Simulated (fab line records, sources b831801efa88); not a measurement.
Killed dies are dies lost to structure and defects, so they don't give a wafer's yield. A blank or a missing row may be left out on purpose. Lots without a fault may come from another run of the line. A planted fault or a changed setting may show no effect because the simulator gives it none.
fab line records | flow sky130
record lots=6 wafers=18 last_day=50
route steps=708 shown VIA2@520 METAL3@532
lots that met no fault: from a run of the same line without faults
start_h: hours from the record's first day to the start of the lot's first wafer shown | wait_h: hours since the lot's step before | " the same as in the row above | L1.1+2: a row that stands for several wafers | - no value, or no start given | * or withheld: withheld | < > ~ a bound
route shown NAME@n: a module of which the file shows steps, and the number in the route of the first | usual: mean/standard deviation of fault-free wafers | same: alike in all rows | chamber/n: place in a boat | sites: the reading at each site | _std_site: their standard deviation | _edge_site: outer sites' mean less inner sites' | radius_mm: how far each site lies from the wafer's centre | mask NAME#n: copy n | behind: the tool/chamber that last shaped the wafer | hold: why the lot was held/for how many hours/how that ended | device: the transistor (n, p or np) that didn't switch | end of line: the same wafers' tests at the end of the route | a step without rows: its recipe alone | killed: dies lost to structure and defects at the first sort, not the wafer's yield | map: a wafer's dies, x killed, . not, _ none there
set.NAME: the setting as run; set.NAME@STEP: as run at that earlier step | model.NAME: the simulator's own value behind a step, which no gauge read
lots at some steps of the route; a table a step, a row a wafer
services: from which hour (start_h, from the record's first day; less than 0 if before it) a tool's chamber was out of use, for how many hours, and why
## steps
# step SKY_VIA2_OVL_MEAS_13
# usual VIA2_OVL=-1/5.3
# columns lot.wafer tool chamber start_h wait_h VIA2_OVL[nm]
L225.2 overlay-02 - 865.95 0.1 -9
L225.3 " - " " 0
L225.6 " - " " 0
L240.2 overlay-02 - 979.86 0.1 -8
L240.3 " - " " 0
L240.5 " - " " -3
L241.1 overlay-02 - 989.35 0.1 6
L241.2 " - " " 7
L241.4 " - " " 10
L242.1 overlay-01 - 996.55 0.1 -7
L242.2 " - " " -3
L242.5 " - " " -5
L244.2 overlay-02 - 1012.41 0.1 4
L244.3 " - " " 7
L244.5 " - " " 9
L245.1 overlay-02 - 1027.01 0.1 -2
L245.2 " - " " 3
L245.4 " - " " 0
# step SKY_VIA2_ETCH_14
# recipe chemistry=N2/H2 target=BARC ion_energy_ev=200 source_w=500 bias_w=100 pressure_mtorr=30 n2_flow_sccm=100 h2_flow_sccm=200 stop_on=SiO2 time_s=45.9 target_depth_a=600
# usual drypump_motor_current_A=5.6/0.46 oes_product_au=0.854/0.0047 throttle_valve_pct=13.224/0.0086
# columns lot.wafer tool chamber start_h wait_h drypump_motor_current_A oes_product_au rf_hours_counter_h throttle_valve_pct
L225.2 rie_diel-01 3 865.98 0.0 5.1 0.854 6 13.234
L225.3 " 2 " " 5.4 0.857 3 13.226
L225.6 " 1 " " 5.6 0.851 - 13.219
L240.2 rie_diel-03 1 979.89 0.0 6.0 0.855 0 13.222
L240.3 " 0 " " 5.7 0.849 3 13.222
L240.5 " 3 " " 6.3 0.853 - 13.235
L241.1 rie_diel-01 1 989.39 0.0 5.6 0.865 21 13.240
L241.2 " 2 " " 5.4 0.856 7 13.221
L241.4 " 3 " " 5.1 0.856 11 13.218
L242.1 rie_diel-01 2 996.58 0.0 5.5 0.858 7 13.231
L242.2 " 1 " " 5.6 0.858 21 13.232
L242.5 " 1 " " 5.6 0.851 - 13.211
L244.2 rie_diel-03 3 1012.44 0.0 6.3 0.855 13 13.210
L244.3 " 2 " " 6.0 0.862 20 13.234
L244.5 " 0 " " 5.7 0.855 - 13.234
L245.1 rie_diel-01 1 1027.04 0.0 5.6 0.850 22 13.231
L245.2 " 0 " " 5.9 0.857 10 13.216
L245.4 " 2 " " 5.4 0.853 8 13.218
# step SKY_VIA2_ETCH_15
# recipe target=SiO2 chemistry=C4F8/O2/Ar target_depth_nm=546 stop_on=TiN mask_material=KrF-thick source_w=1500 bias_w=1200 pressure_mtorr=40 c4f8_flow_sccm=withheld O2_flow_sccm=6 Ar_flow_sccm=300 time_s=84
# usual oes_product_au=0.940/0.0042
# columns lot.wafer tool chamber start_h wait_h oes_product_au rf_hours_counter_h
L225.2 rie_diel-01 3 866.03 0.0 0.947 6
L225.3 " 2 " " 0.935 3
L225.6 " 1 " " 0.946 -
L240.2 rie_diel-03 1 979.93 0.0 0.946 0
L240.3 " 0 " " 0.937 3
L240.5 " 3 " " 0.946 -
L241.1 rie_diel-01 1 989.43 0.0 0.942 21
L241.2 " 2 " " 0.933 7
L241.4 " 3 " " 0.940 11
L242.1 rie_diel-01 2 996.63 0.0 0.943 7
L242.2 " 1 " " 0.934 21
L242.5 " 1 " " 0.936 -
L244.2 rie_diel-03 3 1012.48 0.0 0.941 13
L244.3 " 2 " " 0.934 20
L244.5 " 0 " " 0.937 -
L245.1 rie_diel-01 1 1027.08 0.0 0.948 22
L245.2 " 0 " " 0.935 10
L245.4 " 2 " " 0.941 8
# step SKY_VIA2_STRIP_16
# recipe chemistry=O2/N2 power_w=1400 pressure_mtorr=1500 platen_temp_c=withheld o2_flow_sccm=3000 n2_flow_sccm=300 overash_fraction=0.5
# usual drypump_motor_current_A=5.6/0.53 oes_product_au=0.399/0.0046 strip_time_to_endpoint_s=4.047/0.026
# columns lot.wafer tool chamber start_h wait_h drypump_motor_current_A oes_product_au rf_hours_counter_h strip_time_to_endpoint_s
L225.2 plasma_asher-04 0 866.09 0.0 5.0 0.410 105 4.001
L225.3 " 0 " " 5.0 0.401 - 4.008
L225.6 " 1 " " 5.2 0.404 - 4.031
L240.2 plasma_asher-02 1 980.00 0.0 6.1 0.403 85 4.101
L240.3 " 0 " " 5.0 0.405 - 4.098
L240.5 " 0 " " 5.0 0.404 - 4.075
L241.1 plasma_asher-01 1 989.49 0.0 5.6 0.391 57 4.047
L241.2 " 0 " " 6.3 0.401 57 3.995
L241.4 " 0 " " 6.4 0.400 - 4.009
L242.1 plasma_asher-02 0 996.69 0.0 5.0 0.405 87 4.014
L242.2 " 1 " " 6.1 0.399 87 4.050
L242.5 " 1 " " 6.1 0.404 - 4.046
L244.2 plasma_asher-01 1 1012.54 0.0 5.7 0.398 60 4.049
L244.3 " 1 " " 5.6 0.394 - 4.047
L244.5 " 0 " " 6.3 0.404 - 4.080
L245.1 plasma_asher-02 1 1027.15 0.0 6.1 0.402 90 4.036
L245.2 " 0 " " 5.0 0.394 90 4.024
L245.4 " 1 " " 6.1 0.395 - 3.996
# step SKY_VIA2_STRIP_17
# recipe chemistry=post_etch_residue_remover time_s=1200 temp_c=72.5
# step SKY_VIA2_CLEAN_18
# recipe chemistry=IPA time_s=180 temp_c=25
# step SKY_VIA2_CLEAN_19
# recipe chemistry=O3/DIW dry=n2_spin
# step SKY_VIA2_SPUTTER_20
# recipe material=TiN target_thk_nm=20 chamber_pressure_pa=5 power_w=4000 time_s=80
# usual cathode_dc_power_W=4000.0/0.72 chamber_pressure_pa=4.999/0.0098 throttle_valve_pct=29.4/0.78
# columns lot.wafer tool chamber start_h wait_h cathode_dc_power_W chamber_pressure_pa throttle_valve_pct
L225.2 pvd_sputter-02 - 866.77 0.0 4000.7 4.997 29.2
L225.3 " - " " 4000.7 5.003 28.5
L225.6 " - " " 4000.0 4.998 29.0
L240.2 pvd_sputter-02 - 980.59 0.0 3999.6 5.001 29.7
L240.3 " - " " 4000.6 4.987 30.2
L240.5 " - " " 3999.9 4.998 28.7
L241.1 pvd_sputter-03 - 990.08 0.0 4001.7 5.001 29.7
L241.2 " - " " 4001.0 4.999 29.0
L241.4 " - " " 3999.4 5.002 28.2
L242.1 pvd_sputter-02 - 997.28 0.0 3999.6 4.995 29.5
L242.2 " - " " 4000.6 5.001 29.5
L242.5 " - " " 4000.7 4.987 30.2
L244.2 pvd_sputter-02 - 1013.13 0.0 3999.2 4.993 29.3
L244.3 " - " " 4000.3 4.988 28.6
L244.5 " - " " 3999.5 4.990 28.7
L245.1 pvd_sputter-01 - 1027.74 0.0 4000.2 5.011 29.5
L245.2 " - " " 4000.7 5.014 29.4
L245.4 " - " " 3998.9 5.003 29.6
# step SKY_VIA2_CVD_21
# recipe material=W target_thk_nm=420 time_s=126.4 temp_c=401.8 pressure_torr=40
# usual heater_power_w=905/87 susceptor_temp_C=401.74/0.23
# columns lot.wafer tool chamber start_h wait_h heater_power_w susceptor_temp_C
L225.2 cvd_w-01 0 866.83 0.0 907 401.64
L225.3 " 1 " " 802 402.08
L225.6 " 0 " " 917 401.63
L240.2 cvd_w-02 0 980.65 0.0 1049 401.69
L240.3 " 1 " " 835 401.65
L240.5 " 1 " " 845 401.16
L241.1 cvd_w-02 0 990.14 0.0 1010 402.18
L241.2 " 1 " " 866 402.12
L241.4 " 0 " " 1029 402.15
L242.1 cvd_w-02 0 997.34 0.0 1019 402.20
L242.2 " 1 " " 859 402.36
L242.5 " 1 " " 849 402.10
L244.2 cvd_w-02 1 1013.19 0.0 883 401.58
L244.3 " 0 " " 1046 401.35
L244.5 " 1 " " 828 401.80
L245.1 cvd_w-01 1 1027.80 0.0 779 401.27
L245.2 " 0 " " 900 401.85
L245.4 " 0 " " 884 401.86
# step SKY_VIA2_RS_MEAS_22
# recipe thk_meas_gauge=four-point-probe reads=W_of_VIA2_CVD_21+TiN_of_VIA2_SPUTTER_20
# usual VIA2_W_RS=0.2640/0.0026
# columns lot.wafer tool chamber start_h wait_h VIA2_W_RS[ohm/sq]
L225.2 film_metro-03 - 866.98 0.1 0.2590
L225.3 " - " " 0.2651
L225.6 " - " " 0.2631
L240.2 film_metro-02 - 980.81 0.1 0.2661
L240.3 " - " " 0.2614
L240.5 " - " " 0.2651
L241.1 film_metro-04 - 990.27 0.1 0.2642
L241.2 " - " " 0.2646
L241.4 " - " " 0.2673
L242.1 film_metro-03 - 997.47 0.1 0.2705
L242.2 " - " " 0.2687
L242.5 " - " " 0.2675
L244.2 film_metro-04 - 1013.34 0.1 0.2620
L244.3 " - " " 0.2646
L244.5 " - " " 0.2645
L245.1 film_metro-04 - 1027.93 0.1 0.2652
L245.2 " - " " 0.2594
L245.4 " - " " 0.2632
# step SKY_VIA2_THK_MEAS_23
# recipe thk_meas_gauge=xrf reads=W_of_VIA2_CVD_21
# usual VIA2_W_THK=430/7.1
# columns lot.wafer tool chamber start_h wait_h VIA2_W_THK[nm]
L225.2 film_metro-03 - 867.09 0.1 432
L225.3 " - " " 416
L225.6 " - " " 428
L240.2 film_metro-02 - 980.92 0.1 428
L240.3 " - " " 431
L240.5 " - " " 426
L241.1 film_metro-04 - 990.39 0.1 437
L241.2 " - " " 434
L241.4 " - " " 431
L242.1 film_metro-03 - 997.59 0.1 413
L242.2 " - " " 420
L242.5 " - " " 422
L244.2 film_metro-04 - 1013.45 0.1 438
L244.3 " - " " 433
L244.5 " - " " 434
L245.1 film_metro-04 - 1028.05 0.1 431
L245.2 " - " " 445
L245.4 " - " " 439
# step SKY_VIA2_CMP_24
# recipe stop_on=SiO2 t_overpolish_s=20 down_force_psi=3.5 platen_rpm=60 target_thk_nm=0 pad_velocity_m_s=0.94248
# step SKY_METAL3_SPUTTER_00
# recipe material=Ti target_thk_nm=15 power_w=3000 time_s=10 chamber_pressure_pa=0.4
# usual cathode_dc_power_W=3000.0/0.57 chamber_pressure_pa=0.4000/0.00082 throttle_valve_pct=29.7/0.7
# columns lot.wafer tool chamber start_h wait_h cathode_dc_power_W chamber_pressure_pa throttle_valve_pct
L225.2 pvd_sputter-04 - 867.44 0.2 3000.1 0.4015 30.7
L225.3 " - " " 3000.0 0.4002 29.7
L225.6 " - " " 3000.1 0.4005 29.7
L240.2 pvd_sputter-01 - 981.36 0.2 - - -
L240.3 " - " " - - -
L240.5 " - " " - - -
L241.1 pvd_sputter-01 - 990.75 0.1 - - -
L241.2 " - " " - - -
L241.4 " - " " - - -
L242.1 pvd_sputter-01 - 997.95 0.2 2999.9 0.3996 29.9
L242.2 " - " " 2999.8 0.4006 29.5
L242.5 " - " " 2999.5 0.3999 30.1
L244.2 pvd_sputter-02 - 1013.80 0.2 2999.5 0.3989 29.3
L244.3 " - " " 3000.0 0.4014 29.7
L244.5 " - " " 2999.6 0.4015 28.3
L245.1 pvd_sputter-01 - 1028.41 0.2 3000.2 0.3997 29.5
L245.2 " - " " 3001.2 0.4000 29.4
L245.4 " - " " 2999.9 0.3999 30.1
# step SKY_METAL3_SPUTTER_01
# recipe material=TiN target_thk_nm=20 power_w=6500 time_s=16.7 chamber_pressure_pa=0.4
## services
# columns tool chamber start_h hours kind
plasma_asher-02 - 847.10 3.0 repair
rie_diel-03 0 850.85 - clean
rie_diel-03 0 850.85 21.1 scheduled_down
rie_diel-03 0 850.85 21.1 vent_cycle
plasma_asher-04 - 854.93 2.8 pm
rie_diel-01 0 856.44 22.0 repair
cvd_w-01 - 904.00 14.0 pm
cvd_w-01 0 904.00 14.0 vent_cycle
cvd_w-01 1 904.00 14.0 vent_cycle
plasma_asher-01 - 908.18 2.8 pm
rie_diel-01 2 915.12 2.3 repair
cvd_w-01 0 918.00 - clean
cvd_w-01 1 918.00 - clean
rie_diel-03 1 927.41 5.7 repair
rie_diel-03 1 933.14 - clean
rie_diel-03 1 933.14 31.5 scheduled_down
rie_diel-03 1 933.14 31.5 vent_cycle
rie_diel-03 0 935.76 3.3 repair
pvd_sputter-04 - 978.96 110.0 repair
plasma_asher-01 - 983.80 0.5 repair
cvd_w-01 - 1011.15 6.9 pm
plasma_asher-04 - 1012.03 1.5 repair
pvd_sputter-02 - 1025.53 7.7 repair
## key
first_sign step=SKY_METAL3_SPUTTER_00 reading=tool_record direction=missing
effect none on later readings
met_at SKY_METAL3_SPUTTER_00
struck_wafers L240.2,L240.3,L240.5,L241.1,L241.2,L241.4
later_rows_left_out L240.2,L240.3,L240.5,L241.1,L241.2,L241.4
sort_left_out L240.2,L240.3,L240.5,L241.1,L241.2,L241.4
fault kind=skipped_step_whole tool=pvd_sputter-01 chamber=- onset_h=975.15 steps=SKY_METAL3_SPUTTER_00 scope=struck_lots_only
# sort_left_out: the simulated sort isn't trusted on such a fault, so these wafers' sort isn't shown, and their yield isn't known
# later_rows_left_out: the simulator's readings of these wafers behind a module that went badly wrong aren't trusted and aren't shown, but for the sort
